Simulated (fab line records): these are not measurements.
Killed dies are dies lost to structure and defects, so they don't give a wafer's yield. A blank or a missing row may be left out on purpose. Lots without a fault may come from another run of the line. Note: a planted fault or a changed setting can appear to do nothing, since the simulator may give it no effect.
fab line records	flow sky130
[record] lots = 24	wafers = 72	last-day = 50
route steps=708 shown CONTACT@422 METAL1@439 VIA1@471
lots with no fault: from the same line, run without faults
start-h: the number of hours between the record's first day and the start of the first shown wafer of the lot	wait-h: hours from the lot's prior step to this one	" as in the row above	L1.1+2: a single row standing in for several wafers	- either no value or no given start	* or withheld: withheld	< > ~ a bound
route shown NAME@n: names a module that has steps shown in the file, with the first one's number in the route	usual: mean and standard deviation over wafers with no fault	same: alike in all rows	chamber/n: place in a boat	sites: per-site readings	_std_site: standard deviation of those values	_edge_site: inner sites' mean taken away from outer sites' mean	radius-mm: how far each site lies from the wafer's centre	mask NAME#n: copy n	behind: the most recent tool/chamber to have shaped the wafer	hold: why the lot was held/for how many hours/how that ended	device: the n, p or np transistor that did not switch	end of line: the route-end tests of the same wafers	where a step has no rows: the recipe by itself	killed: not the wafer's yield, but the dies lost to structure and defects at the first sort	map: a wafer's dies, x killed, . not, _ none there
set.NAME: the run value of the setting; set.NAME@STEP: its run value at that earlier step	model.NAME: the simulator's own value behind a step, which no gauge read
steps of the route over a sample of lots; a table a step, a row a wafer
services: from which hour (start-h, from the record's first day; less than 0 if before it) a tool's chamber was out of use, for how many hours, and why
[[steps]]
[step SKY_CONTACT_ETCH_16]
[recipe] chemistry = N2/H2	target = BARC	ion-energy-ev = 200	source-w = 500	bias-w = 100	pressure-mtorr = 30	n2-flow-sccm = 100	h2-flow-sccm = 200	stop-on = SiO2	time-s = 45.9	target-depth-a = 600
[usual] bias-w = 100.0/0.3	drypump-motor-current-A = 5.7/0.41	oes-product-au = 0.854/0.0045	throttle-valve-pct = 13.225/0.0081
lot.wafer	tool	chamber	start-h	wait-h	bias-w	drypump-motor-current-A	oes-product-au	rf-hours-counter-h	throttle-valve-pct
L074.4	rie-diel-02	0	740.50	0.0	99.9	5.3	0.856	-	13.232
L074.5	"	1	"	"	100.3	5.7	0.851	-	13.214
L074.6	"	2	"	"	100.2	5.8	0.862	-	13.232
L075.1	rie-diel-02	3	754.63	0.0	99.6	6.6	0.855	25	13.222
L075.2	"	0	"	"	99.4	5.3	0.850	6	13.214
L075.6	"	0	"	"	99.5	5.3	0.852	-	13.239
L076.1	rie-diel-01	0	768.58	0.0	100.5	5.5	0.850	5	13.233
L076.4	"	3	"	"	100.0	5.6	0.855	17	13.237
L076.6	"	1	"	"	100.0	6.4	0.851	-	13.230
L077.4	rie-diel-03	2	772.64	0.0	100.0	5.9	0.861	4	13.214
L077.5	"	1	"	"	100.3	5.1	0.847	-	13.237
L077.6	"	2	"	"	100.2	5.9	0.853	-	13.233
L078.2	rie-diel-02	2	776.26	0.0	99.5	5.8	0.857	7	13.231
L078.5	"	1	"	"	99.6	5.8	0.855	-	13.216
L078.6	"	0	"	"	100.4	5.4	0.857	-	13.219
L079.2	rie-diel-02	2	791.63	0.0	99.4	5.8	0.856	7	13.229
L079.4	"	1	"	"	100.3	5.8	0.847	10	13.231
L079.6	"	2	"	"	100.0	5.8	0.847	-	13.226
L080.2	rie-diel-02	3	810.33	0.0	99.7	6.6	0.863	26	13.233
L080.4	"	0	"	"	99.5	5.3	0.849	8	13.209
L080.5	"	0	"	"	99.8	5.3	0.858	-	13.236
L082.1	rie-diel-03	0	810.68	0.0	100.2	5.5	0.857	7	13.218
L082.5	"	0	"	"	100.0	5.5	0.860	-	13.235
L082.6	"	3	"	"	100.3	5.7	0.855	-	13.216
L081.3	rie-diel-02	3	815.46	0.0	100.5	6.7	0.853	26	13.228
L081.5	"	2	"	"	100.5	5.8	0.853	-	13.231
L081.6	"	1	"	"	99.5	5.7	0.849	-	13.222
L083.2	rie-diel-01	2	820.64	0.0	100.4	5.2	0.853	13	13.215
L083.3	"	0	"	"	99.8	5.4	0.852	7	13.220
L083.4	"	1	"	"	99.5	6.4	0.854	1	13.230
L084.2	rie-diel-03	1	831.78	0.0	99.9	5.1	0.857	15	13.221
L084.3	"	2	"	"	100.2	5.9	0.857	6	13.217
L084.5	"	2	"	"	100.2	5.9	0.857	-	13.227
L086.2	rie-diel-03	0	833.98	0.0	100.3	5.5	0.851	8	13.228
L086.4	"	1	"	"	100.0	5.1	0.855	15	13.211
L086.5	"	3	"	"	99.7	5.7	0.853	-	13.222
L087.1	rie-diel-02	2	836.23	0.0	100.0	5.8	0.857	9	13.239
L087.4	"	3	"	"	100.1	6.6	0.847	27	13.225
L087.6	"	0	"	"	100.0	5.3	0.856	-	13.219
L085.2	rie-diel-01	3	836.58	0.0	100.1	5.6	0.853	19	13.217
L085.3	"	1	"	"	99.9	6.4	0.851	1	13.213
L085.4	"	0	"	"	99.9	5.4	0.850	8	13.232
L088.1	rie-diel-01	3	846.86	0.0	100.6	5.6	0.850	19	13.225
L088.4	"	2	"	"	100.2	5.2	0.846	-	13.226
L088.5	"	3	"	"	99.9	5.6	0.845	-	13.236
L089.3	rie-diel-01	3	855.53	0.0	99.6	5.6	0.858	20	13.217
L089.4	"	1	"	"	99.7	6.4	0.858	2	13.220
L089.6	"	1	"	"	99.8	6.4	0.849	-	13.221
L090.3	rie-diel-02	0	856.49	0.0	100.1	5.4	0.849	10	13.222
L090.4	"	1	"	"	100.0	5.7	0.858	13	13.230
L090.5	"	1	"	"	99.7	5.7	0.856	-	13.219
L091.2	rie-diel-03	3	872.86	0.0	100.0	5.7	0.855	9	13.210
L091.3	"	0	"	"	99.9	5.5	0.858	9	13.227
L091.6	"	1	"	"	100.4	5.1	0.850	-	13.233
L092.3	rie-diel-02	2	880.96	0.0	100.2	5.8	0.854	10	13.245
L092.5	"	0	"	"	100.1	5.3	0.851	-	13.234
L092.6	"	1	"	"	99.7	5.7	0.856	-	13.242
L094.1	rie-diel-03	3	883.66	0.0	99.7	5.7	0.846	9	13.225
L094.3	"	0	"	"	100.4	5.5	0.858	10	13.221
L094.5	"	2	"	"	99.6	5.9	0.851	-	13.234
L093.1	rie-diel-03	1	885.68	0.0	100.3	5.1	0.856	17	13.234
L093.2	"	0	"	"	100.0	5.5	0.851	10	13.226
L093.4	"	2	"	"	99.8	5.8	0.849	8	13.233
L095.2	rie-diel-03	2	896.89	0.0	99.8	5.9	0.853	8	13.227
L095.3	"	0	"	"	100.3	5.5	0.855	10	13.226
L095.5	"	3	"	"	99.6	5.7	0.860	-	13.222
L096.1	rie-diel-03	3	898.54	0.0	99.8	5.7	0.855	10	13.211
L096.2	"	0	"	"	99.9	5.5	0.861	11	13.237
L096.4	"	3	"	"	100.0	5.7	0.851	-	13.218
L097.1	rie-diel-02	1	906.78	0.0	100.2	5.7	0.853	15	13.229
L097.4	"	0	"	"	99.9	5.3	0.857	11	13.236
L097.5	"	0	"	"	99.8	5.3	0.864	-	13.234
[step SKY_CONTACT_CVD_24]
[recipe] material = W	target-thk-nm = 340	time-s = 102.12	temp-c = 400	pressure-torr = 40
[usual] heater-power-w = 827/62
lot.wafer	tool	chamber	start-h	wait-h	heater-power-w
L074.4	cvd-w-01	0	741.74	0.1	856
L074.5	"	1	"	"	797
L074.6	"	0	"	"	831
L075.1	cvd-w-02	1	755.47	0.0	740
L075.2	"	1	"	"	755
L075.6	"	1	"	"	749
L076.1	cvd-w-02	0	769.40	0.0	901
L076.4	"	0	"	"	893
L076.6	"	0	"	"	882
L077.4	cvd-w-02	1	773.46	0.1	747
L077.5	"	0	"	"	915
L077.6	"	1	"	"	745
L078.2	cvd-w-02	1	777.05	0.0	767
L078.5	"	1	"	"	754
L078.6	"	0	"	"	910
L079.2	cvd-w-01	1	792.45	0.0	789
L079.4	"	0	"	"	847
L079.6	"	0	"	"	853
L080.2	cvd-w-02	0	811.18	0.0	909
L080.4	"	0	"	"	906
L080.5	"	1	"	"	755
L082.1	cvd-w-01	1	811.50	0.0	804
L082.5	"	0	"	"	841
L082.6	"	1	"	"	789
L081.3	cvd-w-02	0	816.33	0.1	889
L081.5	"	1	"	"	784
L081.6	"	0	"	"	912
L083.2	cvd-w-01	1	821.47	0.0	797
L083.3	"	0	"	"	861
L083.4	"	1	"	"	799
L084.2	cvd-w-02	1	832.56	0.0	765
L084.3	"	1	"	"	770
L084.5	"	0	"	"	897
L086.2	cvd-w-02	1	834.76	0.0	757
L086.4	"	0	"	"	913
L086.5	"	0	"	"	919
L087.1	cvd-w-02	1	837.02	0.0	759
L087.4	"	0	"	"	918
L087.6	"	0	"	"	915
L085.2	cvd-w-01	0	837.41	0.1	856
L085.3	"	0	"	"	854
L085.4	"	0	"	"	846
L088.1	cvd-w-01	1	847.73	0.0	781
L088.4	"	0	"	"	841
L088.5	"	0	"	"	855
L089.3	cvd-w-01	1	856.40	0.1	777
L089.4	"	0	"	"	835
L089.6	"	0	"	"	850
L090.3	cvd-w-02	0	857.31	0.1	936
L090.4	"	1	"	"	763
L090.5	"	0	"	"	918
L091.2	cvd-w-02	1	873.66	0.0	751
L091.3	"	1	"	"	764
L091.6	"	0	"	"	902
L092.3	cvd-w-01	0	881.79	0.1	835
L092.5	"	0	"	"	853
L092.6	"	1	"	"	788
L094.1	cvd-w-02	0	884.45	0.0	906
L094.3	"	1	"	"	766
L094.5	"	1	"	"	762
L093.1	cvd-w-02	1	886.47	0.0	758
L093.2	"	0	"	"	936
L093.4	"	1	"	"	798
L095.2	cvd-w-02	1	897.67	0.0	773
L095.3	"	0	"	"	922
L095.5	"	0	"	"	906
L096.1	cvd-w-01	1	899.32	0.0	769
L096.2	"	0	"	"	841
L096.4	"	1	"	"	795
L097.1	cvd-w-02	1	907.60	0.0	757
L097.4	"	1	"	"	773
L097.5	"	1	"	"	801
[step SKY_METAL1_RS_MEAS_05]
[recipe] thk-meas-gauge = four-point-probe	reads = TiN_of_METAL1_SPUTTER_04+Ti_of_METAL1_SPUTTER_03+AlCu_of_METAL1_SPUTTER_02+TiN_of_METAL1_SPUTTER_01+Ti_of_METAL1_SPUTTER_00
[usual] METAL1_ALCU_RS = 0.1264/0.0012
lot.wafer	tool	chamber	start-h	wait-h	METAL1_ALCU_RS[ohm/sq]
L074.4	film-metro-02	-	742.49	0.1	0.1270
L074.5	"	-	"	"	0.1269
L074.6	"	-	"	"	0.1270
L075.1	film-metro-02	-	756.31	0.0	0.1242
L075.2	"	-	"	"	0.1259
L075.6	"	-	"	"	0.1250
L076.1	film-metro-01	-	770.12	0.0	0.1260
L076.4	"	-	"	"	0.1276
L076.6	"	-	"	"	0.1252
L077.4	film-metro-04	-	774.21	0.1	0.1266
L077.5	"	-	"	"	0.1261
L077.6	"	-	"	"	0.1280
L078.2	film-metro-01	-	777.80	0.0	0.1293
L078.5	"	-	"	"	0.1292
L078.6	"	-	"	"	0.1299
L079.2	film-metro-04	-	793.20	0.0	0.1258
L079.4	"	-	"	"	0.1273
L079.6	"	-	"	"	0.1262
L080.2	film-metro-01	-	811.93	0.0	0.1266
L080.4	"	-	"	"	0.1265
L080.5	"	-	"	"	0.1271
L082.1	film-metro-02	-	812.23	0.0	0.1255
L082.5	"	-	"	"	0.1250
L082.6	"	-	"	"	0.1241
L081.3	film-metro-04	-	817.06	0.1	0.1264
L081.5	"	-	"	"	0.1275
L081.6	"	-	"	"	0.1273
L083.2	film-metro-01	-	822.22	0.0	0.1270
L083.3	"	-	"	"	0.1265
L083.4	"	-	"	"	0.1272
L084.2	film-metro-01	-	833.37	0.0	0.1251
L084.3	"	-	"	"	0.1260
L084.5	"	-	"	"	0.1250
L086.2	film-metro-01	-	835.51	0.0	0.1269
L086.4	"	-	"	"	0.1262
L086.5	"	-	"	"	0.1272
L087.1	film-metro-04	-	837.75	0.0	0.1266
L087.4	"	-	"	"	0.1255
L087.6	"	-	"	"	0.1251
L085.2	film-metro-02	-	838.23	0.0	0.1277
L085.3	"	-	"	"	0.1274
L085.4	"	-	"	"	0.1270
L088.1	film-metro-02	-	848.46	0.0	0.1250
L088.4	"	-	"	"	0.1238
L088.5	"	-	"	"	0.1251
L089.3	film-metro-04	-	857.13	0.1	0.1251
L089.4	"	-	"	"	0.1257
L089.6	"	-	"	"	0.1261
L090.3	film-metro-04	-	858.05	0.1	0.1265
L090.4	"	-	"	"	0.1282
L090.5	"	-	"	"	0.1264
L091.2	film-metro-02	-	874.41	0.0	0.1248
L091.3	"	-	"	"	0.1258
L091.6	"	-	"	"	0.1251
L092.3	film-metro-02	-	882.52	0.1	0.1260
L092.5	"	-	"	"	0.1252
L092.6	"	-	"	"	0.1259
L094.1	film-metro-02	-	885.18	0.0	0.1272
L094.3	"	-	"	"	0.1275
L094.5	"	-	"	"	0.1277
L093.1	film-metro-04	-	887.20	0.0	0.1264
L093.2	"	-	"	"	0.1272
L093.4	"	-	"	"	0.1272
L095.2	film-metro-04	-	898.42	0.0	0.1271
L095.3	"	-	"	"	0.1290
L095.5	"	-	"	"	0.1286
L097.1	film-metro-04	-	908.33	0.0	0.1254
L097.4	"	-	"	"	0.1270
L097.5	"	-	"	"	0.1254
L096.1	film-metro-01	-	909.63	0.0	0.1277
L096.2	"	-	"	"	0.1261
L096.4	"	-	"	"	0.1252
[step SKY_METAL1_THK_MEAS_06]
[recipe] thk-meas-gauge = xrf	reads = AlCu_of_METAL1_SPUTTER_02
[usual] METAL1_ALCU_THK = 249.2/2.6
lot.wafer	tool	chamber	start-h	wait-h	METAL1_ALCU_THK[nm]
L074.4	film-metro-02	-	742.58	0.1	248.7
L074.5	"	-	"	"	248.4
L074.6	"	-	"	"	250.6
L075.1	film-metro-02	-	756.43	0.1	254.8
L075.2	"	-	"	"	252.0
L075.6	"	-	"	"	253.4
L076.1	film-metro-01	-	770.24	0.1	251.4
L076.4	"	-	"	"	247.2
L076.6	"	-	"	"	251.5
L077.4	film-metro-04	-	774.30	0.1	248.5
L077.5	"	-	"	"	248.7
L077.6	"	-	"	"	245.1
L078.2	film-metro-01	-	777.91	0.1	243.5
L078.5	"	-	"	"	246.3
L078.6	"	-	"	"	244.3
L079.2	film-metro-04	-	793.31	0.1	250.6
L079.4	"	-	"	"	247.6
L079.6	"	-	"	"	249.5
L080.2	film-metro-01	-	812.04	0.1	247.4
L080.4	"	-	"	"	248.0
L080.5	"	-	"	"	247.4
L082.1	film-metro-02	-	812.35	0.1	252.1
L082.5	"	-	"	"	253.1
L082.6	"	-	"	"	254.5
L081.3	film-metro-04	-	817.16	0.1	250.1
L081.5	"	-	"	"	247.3
L081.6	"	-	"	"	247.0
L083.2	film-metro-01	-	822.33	0.1	249.5
L083.3	"	-	"	"	246.4
L083.4	"	-	"	"	247.1
L084.2	film-metro-01	-	833.48	0.1	251.9
L084.3	"	-	"	"	250.5
L084.5	"	-	"	"	253.5
L086.2	film-metro-01	-	835.62	0.1	248.5
L086.4	"	-	"	"	248.5
L086.5	"	-	"	"	247.3
L087.1	film-metro-04	-	837.87	0.1	247.5
L087.4	"	-	"	"	249.9
L087.6	"	-	"	"	250.9
L085.2	film-metro-02	-	838.34	0.1	247.9
L085.3	"	-	"	"	247.9
L085.4	"	-	"	"	248.8
L088.1	film-metro-02	-	848.58	0.1	254.8
L088.4	"	-	"	"	253.8
L088.5	"	-	"	"	252.4
L089.3	film-metro-04	-	857.23	0.1	249.4
L089.4	"	-	"	"	249.5
L089.6	"	-	"	"	249.3
L090.3	film-metro-04	-	858.15	0.1	248.3
L090.4	"	-	"	"	245.4
L090.5	"	-	"	"	247.9
L091.2	film-metro-02	-	874.52	0.1	253.0
L091.3	"	-	"	"	250.8
L091.6	"	-	"	"	252.8
L092.3	film-metro-02	-	882.62	0.1	250.0
L092.5	"	-	"	"	250.0
L092.6	"	-	"	"	248.5
L094.1	film-metro-02	-	885.30	0.1	248.0
L094.3	"	-	"	"	246.3
L094.5	"	-	"	"	246.9
L093.1	film-metro-04	-	887.32	0.1	250.6
L093.2	"	-	"	"	249.1
L093.4	"	-	"	"	248.1
L095.2	film-metro-04	-	898.53	0.1	245.8
L095.3	"	-	"	"	243.0
L095.5	"	-	"	"	244.5
L097.1	film-metro-04	-	908.45	0.1	251.3
L097.4	"	-	"	"	246.5
L097.5	"	-	"	"	249.5
L096.1	film-metro-01	-	909.75	0.1	248.1
L096.2	"	-	"	"	249.4
L096.4	"	-	"	"	251.2
[step SKY_METAL1_OVL_MEAS_16]
[usual] METAL1_OVL = 6/6.2
lot.wafer	tool	chamber	start-h	wait-h	METAL1_OVL[nm]
L074.4	overlay-02	-	769.80	0.1	7
L074.5	"	-	"	"	3
L074.6	"	-	"	"	4
L075.1	overlay-01	-	783.65	0.1	10
L075.2	"	-	"	"	7
L075.6	"	-	"	"	15
L076.1	overlay-02	-	797.13	0.1	2
L076.4	"	-	"	"	11
L076.6	"	-	"	"	3
L077.4	overlay-01	-	801.20	0.1	3
L077.5	"	-	"	"	15
L077.6	"	-	"	"	5
L078.2	overlay-02	-	804.25	0.1	3
L078.5	"	-	"	"	-2
L078.6	"	-	"	"	-11
L079.2	overlay-01	-	819.88	0.1	6
L079.4	"	-	"	"	6
L079.6	"	-	"	"	4
L080.2	overlay-01	-	838.45	0.1	-1
L080.4	"	-	"	"	4
L080.5	"	-	"	"	9
L082.1	overlay-02	-	838.45	0.1	15
L082.5	"	-	"	"	23
L082.6	"	-	"	"	8
L081.3	overlay-02	-	843.66	0.1	4
L081.5	"	-	"	"	0
L081.6	"	-	"	"	6
L083.2	overlay-01	-	848.50	0.1	10
L083.3	"	-	"	"	1
L083.4	"	-	"	"	8
L084.2	overlay-01	-	859.60	0.1	11
L084.3	"	-	"	"	11
L084.5	"	-	"	"	13
L086.2	overlay-02	-	861.28	0.1	9
L086.4	"	-	"	"	2
L086.5	"	-	"	"	7
L087.1	overlay-01	-	863.19	0.1	7
L087.4	"	-	"	"	10
L087.6	"	-	"	"	7
L085.2	overlay-02	-	863.90	0.1	14
L085.3	"	-	"	"	19
L085.4	"	-	"	"	14
L088.1	overlay-02	-	874.20	0.1	4
L088.4	"	-	"	"	10
L088.5	"	-	"	"	7
L089.3	overlay-02	-	883.11	0.1	3
L089.4	"	-	"	"	6
L089.6	"	-	"	"	12
L090.3	overlay-01	-	884.24	0.1	6
L090.4	"	-	"	"	11
L090.5	"	-	"	"	2
L091.2	overlay-01	-	899.80	0.1	4
L091.3	"	-	"	"	-5
L091.6	"	-	"	"	2
L092.3	overlay-02	-	908.26	0.1	12
L092.5	"	-	"	"	12
L092.6	"	-	"	"	5
L094.1	overlay-01	-	910.68	0.1	10
L094.3	"	-	"	"	6
L094.5	"	-	"	"	4
L093.1	overlay-02	-	912.34	0.1	-1
L093.2	"	-	"	"	-5
L093.4	"	-	"	"	-3
L095.2	overlay-01	-	923.44	0.1	14
L095.3	"	-	"	"	6
L095.5	"	-	"	"	1
L097.1	overlay-01	-	932.94	0.1	11
L097.4	"	-	"	"	20
L097.5	"	-	"	"	7
L096.1	overlay-01	-	934.99	0.1	0
L096.2	"	-	"	"	4
L096.4	"	-	"	"	0
[step SKY_VIA1_OVL_MEAS_13]
[usual] VIA1_OVL = -1/6.2
lot.wafer	tool	chamber	start-h	wait-h	VIA1_OVL[nm]
L074.4	overlay-01	-	798.45	0.1	0
L074.5	"	-	"	"	2
L074.6	"	-	"	"	-3
L075.1	overlay-02	-	812.00	0.1	0
L075.2	"	-	"	"	-6
L075.6	"	-	"	"	-3
L076.1	overlay-01	-	825.78	0.1	3
L076.4	"	-	"	"	4
L076.6	"	-	"	"	-3
L077.4	overlay-01	-	829.17	0.1	-2
L077.5	"	-	"	"	-8
L077.6	"	-	"	"	-2
L078.2	overlay-02	-	831.66	0.1	1
L078.5	"	-	"	"	-3
L078.6	"	-	"	"	-3
L079.2	overlay-02	-	847.48	0.1	-8
L079.4	"	-	"	"	-7
L079.6	"	-	"	"	-2
L080.2	overlay-02	-	865.48	0.1	3
L080.4	"	-	"	"	0
L080.5	"	-	"	"	0
L082.1	overlay-02	-	866.40	0.1	-6
L082.5	"	-	"	"	-4
L082.6	"	-	"	"	3
L081.3	overlay-01	-	870.99	0.1	4
L081.5	"	-	"	"	-3
L081.6	"	-	"	"	3
L083.2	overlay-01	-	876.61	0.1	4
L083.3	"	-	"	"	-3
L083.4	"	-	"	"	1
L084.2	overlay-01	-	886.71	0.1	-3
L084.3	"	-	"	"	-10
L084.5	"	-	"	"	-10
L086.2	overlay-02	-	888.83	0.1	12
L086.4	"	-	"	"	7
L086.5	"	-	"	"	7
L087.1	overlay-01	-	890.60	0.1	-1
L087.4	"	-	"	"	-2
L087.6	"	-	"	"	-6
L085.2	overlay-01	-	891.58	0.1	-6
L085.3	"	-	"	"	0
L085.4	"	-	"	"	2
L088.1	overlay-02	-	900.85	0.1	-12
L088.4	"	-	"	"	-11
L088.5	"	-	"	"	-9
L089.3	overlay-01	-	910.14	0.1	-9
L089.4	"	-	"	"	-5
L089.6	"	-	"	"	-11
L090.3	overlay-02	-	910.79	0.1	-9
L090.4	"	-	"	"	-9
L090.5	"	-	"	"	-7
L091.2	overlay-02	-	926.21	0.1	7
L091.3	"	-	"	"	-2
L091.6	"	-	"	"	3
L092.3	overlay-02	-	934.01	0.1	-6
L092.5	"	-	"	"	0
L092.6	"	-	"	"	-6
L094.1	overlay-01	-	936.83	0.1	4
L094.3	"	-	"	"	8
L094.5	"	-	"	"	7
L093.1	overlay-02	-	938.48	0.1	2
L093.2	"	-	"	"	-4
L093.4	"	-	"	"	-9
L095.2	overlay-01	-	949.19	0.1	14
L095.3	"	-	"	"	15
L095.5	"	-	"	"	15
L097.1	overlay-01	-	958.65	0.1	-1
L097.4	"	-	"	"	-4
L097.5	"	-	"	"	-6
L096.1	overlay-02	-	960.83	0.1	0
L096.2	"	-	"	"	4
L096.4	"	-	"	"	4
[[services]]
tool	chamber	start-h	hours	kind
rie-diel-03	1	734.94	8.6	repair
rie-diel-02	2	741.23	26.4	repair
cvd-w-02	0	749.05	15.7	repair
rie-diel-02	3	768.55	8.6	repair
rie-diel-01	1	771.16	-	clean
rie-diel-01	1	771.16	23.5	scheduled-down
rie-diel-01	1	771.16	23.5	vent-cycle
cvd-w-01	-	789.59	0.8	repair
cvd-w-01	-	794.94	1.8	repair
rie-diel-01	1	797.46	1.7	repair
rie-diel-01	3	808.18	6.1	repair
cvd-w-01	1	831.61	6.7	repair
rie-diel-01	1	843.35	7.5	repair
rie-diel-01	0	846.48	5.1	repair
rie-diel-02	3	862.90	-	clean
rie-diel-02	3	862.90	15.5	scheduled-down
rie-diel-02	3	862.90	15.5	vent-cycle
cvd-w-01	-	868.38	0.6	repair
rie-diel-03	1	896.82	5.1	repair
cvd-w-01	-	904.00	14.0	pm
cvd-w-01	0	904.00	14.0	vent-cycle
cvd-w-01	1	904.00	14.0	vent-cycle
rie-diel-03	-	906.31	2.8	pm
[[key]]
fault none
